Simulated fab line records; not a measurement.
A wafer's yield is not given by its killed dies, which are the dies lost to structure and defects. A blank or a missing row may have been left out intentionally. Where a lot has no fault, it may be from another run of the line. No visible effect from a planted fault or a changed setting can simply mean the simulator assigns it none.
Comparing a struck lot with a sound one / flow sfq_line / 14 steps out of a route of 325
Sound: the wafers L133.1, L133.3, L133.5. The struck wafers were L151.2, L151.4, L151.6. The cause comes at the end.
Order at every step that has rows: each side's tool, ch and its chambers, its first start. Under that, the readings that differ: sound wafers / struck wafers / difference of the means / sigmas: that difference in standard deviations of wafers without a fault.
alike: words and numbers the same on both sides, and readings whose means are apart by under 2 such deviations; not compared: readings that were withheld, readings missing a value for some wafer, numbers with overlapping values and no deviation given by the record, and bounds like >300 which may hide the same value.
The two part at a step that has a row with sigmas, a row that says differs or no value, or rows on one side only. When numbers do not overlap yet have no deviation, they are printed without sigmas and do not part them. A reading that every wafer of one side lacks parts them only if that side has two wafers or more.

first, 4 steps without rows for these wafers: SFQ_TRILAYER_M5_LITHO_SOFTBAKE_127; SFQ_TRILAYER_M5_LITHO_EXPOSE_124 (exposes mask M5, target cd 700 nm); SFQ_TRILAYER_M5_LITHO_PEB_126 (peb time 60 s); SFQ_TRILAYER_M5_LITHO_DEVELOP_125 (time 60 s).
SFQ_M5_OVL_MEAS_932:
  sound on overlay-02, day 43 17:51; struck on overlay-02, day 60 11:54
  alike: M5_OVL
then, 1 step without rows for these wafers: SFQ_TRILAYER_M5_BARC_OPEN_METAL_ETCH_161 (etches BARC in O2, target depth 125 nm, time 41.7 s).
SFQ_TRILAYER_M5_ETCH_METAL_ETCH_126: etches Nb in Cl2/BCl3, stops on SiO2, time 203.2 s, target depth 265 nm.
  sound on rie_metal-01 ch 0,1, day 43 17:57; struck on rie_metal-04 ch 0,1, day 60 11:59
  alike: bias_w, drypump_motor_current_A, oes_product_au
  not compared: rf_hours_counter_h
SFQ_TRILAYER_M5_STRIP_STRIP_127: strips in O2.
  sound on rie_metal-01 ch 0,1, day 43 18:08; struck on rie_metal-04 ch 0,1, day 60 12:11
  alike: drypump_motor_current_A, oes_product_au
  not compared: rf_hours_counter_h
then, 2 steps without rows for these wafers: SFQ_TRILAYER_M5_STRIP_SOLV_CLEAN_128 (cleans in NMP, time 600 s); SFQ_TRILAYER_A5B_DEP_PECVD_129 (deposits SiO2 from SiH4/N2O, time 133.33 s, target thk 600 nm).
SFQ_TRILAYER_A5B_CMP_CMP_130: polishes, stops on Nb, target thk 340.7 nm.
  sound on cmp-02 ch 2,3, day 44 00:53; struck on cmp-02 ch 0,1, day 61 10:53
  alike: motor_current_A
SFQ_TRILAYER_A5B_METRO_MEASURE_131:
  sound on film_metro-04, day 44 03:53; struck on film_metro-01, day 61 14:05
  alike: thk_nm
SFQ_TRILAYER_R5_DEP_SPUTTER_132: material Ti, target thk 5 nm, time 5 s.
  sound on pvd_sputter-03, day 44 05:05; struck on pvd_sputter-05, day 61 15:05
reading=model.Ti_of_TRILAYER_R5_DEP_SPUTTER_132.thk_nm (nm); sound=5.162 5.226 5.276; struck=3.213 3.105 3.155; difference=-2.064; sigmas=
  alike: cathode_dc_power_W, throttle_valve_pct
SFQ_TRILAYER_R5_DEP_SPUTTER_133: material MoNx, target thk 40 nm, time 66.7 s.
  sound on pvd_sputter-03, day 44 05:06; struck on pvd_sputter-05, day 61 15:07
  alike: cathode_dc_power_W, throttle_valve_pct

## WHERE THEY PART
Nowhere in this record.

WHY: what the simulator had put in
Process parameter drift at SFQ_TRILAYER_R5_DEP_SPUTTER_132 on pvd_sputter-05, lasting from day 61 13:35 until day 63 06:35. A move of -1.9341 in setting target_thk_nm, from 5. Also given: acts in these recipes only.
